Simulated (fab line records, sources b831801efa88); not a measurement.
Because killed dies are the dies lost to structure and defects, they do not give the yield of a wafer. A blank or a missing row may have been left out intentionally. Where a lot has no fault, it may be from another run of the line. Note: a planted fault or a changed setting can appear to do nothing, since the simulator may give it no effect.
The same fault as seen by 2 desks | flow gf180mcu | each desk has only its own numbers; what lay behind them comes last

AT THE TOOL OWNER'S DESK: pvd_sputter-03
The tool's own readings at GF_M3_SPUTTER_00 (material Ti, target thk 37.5 nm, time 150 s): means of the sampled wafers that have a number, for each lot that ran on this tool. Any lot whose mean is over 4 standard deviations away from the usual mean is out of limits and marked OUT; that distance is given in the brackets.
Columns: A = substrate_temp_c at GF_M3_SPUTTER_00, usual 200.00 C; B = throttle_valve_pct at GF_M3_SPUTTER_00, usual 30.5 %
lot  | first seen here | A      | B
L476 | day 22 20:33    | 200.17 | 30.8
L481 | day 24 17:18    | 199.85 | 30.8
L482 | day 24 23:34    | 200.19 | 31.2
L484 | day 25 12:26    | 200.11 | 32.2
Result from this desk: across the 4 lots, nothing is out of limits.

FROM THE METROLOGY DESK
What the gauges read, lot by lot, whatever tool the lot ran on: means of the sampled wafers that have a number. Any lot whose mean is over 4 standard deviations away from the usual mean is out of limits and marked OUT; that distance is given in the brackets.
Columns: A = V2_OVL at GF_V2_OVL_MEAS_15, usual -5 nm; B = V2_W_RS at GF_V2_RS_MEAS_24, usual 0.328 ohm/sq; C = V2_W_THK at GF_V2_THK_MEAS_25, usual 356 nm
lot  | first seen here | A  | B     | C
L476 | day 22 19:10    | -8 | 0.329 | 348
L477 | day 23 01:04    | 2  | 0.325 | 361
L481 | day 24 15:55    | -9 | 0.330 | 347
L482 | day 24 22:10    | -4 | 0.327 | 348
L484 | day 25 11:03    | -0 | 0.325 | 360
L492 | day 27 23:16    | 2  | 0.330 | 350
L493 | day 28 03:13    | -8 | 0.332 | 346
Result from this desk: across the 7 lots, nothing is out of limits.

PUT TOGETHER
Nothing out of limits was seen by the tool owner's desk.
Metrology desk: nothing out of limits seen.

WHAT THE SIMULATOR HAD PUT IN
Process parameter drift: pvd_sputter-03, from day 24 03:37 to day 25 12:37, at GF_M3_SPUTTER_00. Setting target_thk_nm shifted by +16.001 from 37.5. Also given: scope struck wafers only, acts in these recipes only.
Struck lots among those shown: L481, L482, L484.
